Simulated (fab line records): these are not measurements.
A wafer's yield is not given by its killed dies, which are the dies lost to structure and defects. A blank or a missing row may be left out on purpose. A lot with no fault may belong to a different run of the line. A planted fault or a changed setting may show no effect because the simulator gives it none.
Struck lot and sound lot, side by side    flow sky130    16 steps out of a route of 708
Sound: wafers L126.1, L126.3, L126.4. Wafers struck: L130.2, L130.3, L130.5. At the end, the cause is stated.
Each step with rows lists, per side, the tool, then ch with its chambers, then its first start. Under that, the readings that differ: sound wafers    struck wafers    difference of the means    sigmas: that difference in standard deviations of wafers without a fault.
alike: readings whose means differ by less than 2 such deviations, and words and numbers that are the same on both sides. not compared: withheld readings, readings that some wafer has no value for, bounds like >300 that may hide the same value, and numbers for which the record gives no deviation and whose values overlap.
The two part at a step that has a row with sigmas, a row that says differs or no value, or rows on one side only. Numbers that have no deviation but don't overlap get no sigmas and don't part them. A reading missing from all wafers of one side parts the sides only when that side holds two or more wafers.

first, 3 steps without rows for these wafers: SKY_METAL2_EXPOSE_12 (exposes mask MM2, target cd 140 nm); SKY_METAL2_PEB_13; SKY_METAL2_DEVELOP_14 (develop time 60 s).
SKY_METAL2_CD_MEAS_15: the cd target is 140 nm.
  struck on cd_sem-02, day 38 19:10; sound on cd_sem-02, day 37 08:08
reading     sound              struck             difference  sigmas
cd_nm (nm)  143.2 142.7 144.0  139.4 140.4 139.7  -3.5        -2
SKY_METAL2_OVL_MEAS_16:
  struck on overlay-01, day 38 19:16; sound on overlay-01, day 37 08:16
  alike: METAL2_OVL
SKY_METAL2_DESCUM_17: chemistry O2, time 8 s.
  sound on rie_metal-04 ch 0,1, day 37 08:17; struck on rie_metal-04 ch 1, day 38 19:17
  alike: chamber_pressure_mTorr, drypump_motor_current_A, oes_product_au
  not compared: rf_hours_counter_h
SKY_METAL2_ETCH_18: etches BARC in N2/H2, stops on SiO2, time 45.9 s, target depth 60 nm.
  sound on rie_metal-04 ch 0,1, day 37 08:19; struck on rie_metal-04 ch 1, day 38 19:19
  alike: chamber_pressure_mTorr, drypump_motor_current_A, h2_flow_sccm, oes_product_au, throttle_valve_pct
  not compared: rf_hours_counter_h
SKY_METAL2_METAL_ETCH_19: etches the open film in Cl2/BCl3, stops on SiO2, target depth 360 nm, time 78 s.
  sound on rie_metal-04 ch 0,1, day 37 08:23; struck on rie_metal-04 ch 1, day 38 19:23
  alike: chamber_pressure_mTorr, drypump_motor_current_A, oes_product_au, throttle_valve_pct
  not compared: rf_hours_counter_h
SKY_METAL2_STRIP_20: strips in O2/N2.
  sound on plasma_asher-02 ch 0,1, day 37 08:29; struck on plasma_asher-02 ch 0,1, day 38 19:29
  alike: chamber_pressure_mTorr, drypump_motor_current_A, oes_product_au, strip_time_to_endpoint_s
  not compared: rf_hours_counter_h
then, 3 steps without rows for these wafers: SKY_METAL2_STRIP_21 (strips in post etch residue remover, time 1200 s); SKY_METAL2_CLEAN_22 (cleans in IPA, time 180 s); SKY_METAL2_CLEAN_23 (cleans in O3/DIW).
SKY_VIA2_HDPCVD_00: deposits SiO2, target thk 1180 nm, time 196.7 s.
  sound on hdpcvd-02 ch 0,1, day 37 09:04; struck on hdpcvd-01 ch 0,1,2, day 38 20:22
SKY_VIA2_THK_MEAS_01:
  struck on film_metro-01, day 38 20:30; sound on film_metro-02, day 37 09:12
reading               sound           struck          difference  sigmas
VIA2_HDPCVD_THK (nm)  1166 1176 1185  2382 2330 2322  +1169       +83
SKY_VIA2_CMP_02: polishes SiO2.
  sound on cmp-02 ch 0,2,3, day 37 09:16; struck on cmp-01 ch 0,2, day 38 20:36
  alike: motor_current_A
following that, these wafers have no rows for 1 step: SKY_PAD_OPEN_PROBE_99.

WHERE THEY PART
At SKY_METAL2_CD_MEAS_15 first; at SKY_VIA2_THK_MEAS_01 last (within this record only). Later steps at which nothing parts them and some readings are alike: SKY_VIA2_CMP_02.

WHY: what had been put in by the simulator
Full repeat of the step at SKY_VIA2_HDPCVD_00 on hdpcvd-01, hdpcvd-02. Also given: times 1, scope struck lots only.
